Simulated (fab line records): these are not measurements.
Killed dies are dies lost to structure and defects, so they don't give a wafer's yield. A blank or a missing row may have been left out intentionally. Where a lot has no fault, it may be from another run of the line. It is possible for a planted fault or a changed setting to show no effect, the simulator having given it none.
Tool commonality check / flow sky130 / 33 wafers sampled across 11 lots

## WHAT PROMPTED THE OPENING
At SKY_FIELD_ISO_THK_MEAS_02 the reading FIELD_ISO_OXIDATION_00_THK is flagged on 2 of 11 lots. Wafers without a fault read 12.16 nm, standard deviation 0.26.
Rule: a lot is flagged when every wafer of it that has a number lies more than 4 standard deviations from that mean, or none has a number. The rest of the lots are taken to be sound.

lot=L112; measured=day 1 11:38; on=filmMetro-01; FIELD_ISO_OXIDATION_00_THK (nm), wafer by wafer=12.17 12.21 12.08; flag=
lot=L113; measured=day 1 16:39; on=filmMetro-01; FIELD_ISO_OXIDATION_00_THK (nm), wafer by wafer=12.38 12.60 12.19; flag=
lot=L114; measured=day 1 22:47; on=filmMetro-01; FIELD_ISO_OXIDATION_00_THK (nm), wafer by wafer=12.12 11.85 11.90; flag=
lot=L115; measured=day 2 02:38; on=filmMetro-02; FIELD_ISO_OXIDATION_00_THK (nm), wafer by wafer=12.30 12.27 12.31; flag=
lot=L118; measured=day 2 18:19; on=filmMetro-02; FIELD_ISO_OXIDATION_00_THK (nm), wafer by wafer=12.55 12.53 12.44; flag=
lot=L119; measured=day 2 22:39; on=filmMetro-01; FIELD_ISO_OXIDATION_00_THK (nm), wafer by wafer=11.79 11.80 12.05; flag=
lot=L122; measured=day 3 14:44; on=filmMetro-01; FIELD_ISO_OXIDATION_00_THK (nm), wafer by wafer=10.58 10.19 10.53; flag=FLAGGED
lot=L123; measured=day 3 18:46; on=filmMetro-02; FIELD_ISO_OXIDATION_00_THK (nm), wafer by wafer=10.36 10.23 10.32; flag=FLAGGED
lot=L127; measured=day 4 17:26; on=filmMetro-03; FIELD_ISO_OXIDATION_00_THK (nm), wafer by wafer=12.12 12.33 12.24; flag=
lot=L128; measured=day 4 21:53; on=filmMetro-01; FIELD_ISO_OXIDATION_00_THK (nm), wafer by wafer=12.29 12.43 12.25; flag=
lot=L135; measured=day 6 08:44; on=filmMetro-02; FIELD_ISO_OXIDATION_00_THK (nm), wafer by wafer=11.85 12.03 11.92; flag=
Average over the flagged lots: 10.37 nm; offset from the usual -1.79 nm, equal to -7 standard deviations.

## WHICH TOOL RAN EACH LOT
The record keeps 1 process step preceding the reading, out of 708 steps on the route. Read each cell as the tool, then ch plus the chambers that the sampled wafers visited, then the start.
lot=L112; flag=; SKY_FIELD_ISO_OXIDATION_01=furnace-02 ch 0, day 1 10:07
lot=L113; flag=; SKY_FIELD_ISO_OXIDATION_01=furnace-01 ch 0, day 1 15:07
lot=L114; flag=; SKY_FIELD_ISO_OXIDATION_01=furnace-02 ch 0, day 1 21:16
lot=L115; flag=; SKY_FIELD_ISO_OXIDATION_01=furnace-01 ch 0, day 2 01:07
lot=L118; flag=; SKY_FIELD_ISO_OXIDATION_01=furnace-01 ch 0, day 2 16:47
lot=L119; flag=; SKY_FIELD_ISO_OXIDATION_01=furnace-02 ch 0, day 2 21:07
lot=L122; flag=FLAGGED; SKY_FIELD_ISO_OXIDATION_01=furnace-01 ch 0, day 3 13:13
lot=L123; flag=FLAGGED; SKY_FIELD_ISO_OXIDATION_01=furnace-01 ch 0, day 3 17:14
lot=L127; flag=; SKY_FIELD_ISO_OXIDATION_01=furnace-02 ch 0, day 4 15:55
lot=L128; flag=; SKY_FIELD_ISO_OXIDATION_01=furnace-02 ch 0, day 4 20:22
lot=L135; flag=; SKY_FIELD_ISO_OXIDATION_01=furnace-02 ch 0, day 6 07:13
What these steps do:
- SKY_FIELD_ISO_OXIDATION_01: stabilise 600 s, purge 300 s, target thk 12 nm.
- SKY_FIELD_ISO_THK_MEAS_02

## FLAGGED AGAINST TOTAL, ONE TOOL AT A TIME (gauges that did the reading follow at the end)
step=SKY_FIELD_ISO_OXIDATION_01; tool=furnace-01; lots run=5; flagged=2; share of the flagged lots=all; sound lots run after its first flagged lot=0
step=SKY_FIELD_ISO_OXIDATION_01; tool=furnace-02; lots run=6; flagged=0; share of the flagged lots=none; sound lots run after its first flagged lot=-
step=SKY_FIELD_ISO_THK_MEAS_02; tool=filmMetro-01; lots run=6; flagged=1; share of the flagged lots=some; sound lots run after its first flagged lot=1 (L128)
step=SKY_FIELD_ISO_THK_MEAS_02; tool=filmMetro-02; lots run=4; flagged=1; share of the flagged lots=some; sound lots run after its first flagged lot=1 (L135)
step=SKY_FIELD_ISO_THK_MEAS_02; tool=filmMetro-03; lots run=1; flagged=0; share of the flagged lots=none; sound lots run after its first flagged lot=-

## WHAT THE TABLE ALLOWS
All flagged lots share 1 row of the table, namely furnace-01 at SKY_FIELD_ISO_OXIDATION_01.
- furnace-01 at SKY_FIELD_ISO_OXIDATION_01 ran 5 lots, 2 of them flagged. Its last sound lot is L118 (day 2 16:47), its first flagged lot L122 (day 3 13:13): a fault that began between those two fits.
Left over: one tool, furnace-01 at SKY_FIELD_ISO_OXIDATION_01.

## WHAT THE SIMULATOR HAD INSERTED
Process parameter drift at SKY_FIELD_ISO_OXIDATION_01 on furnace-01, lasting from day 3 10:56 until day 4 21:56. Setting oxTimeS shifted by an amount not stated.
Struck lots among those shown: L122, L123. The same result came from the rule above.
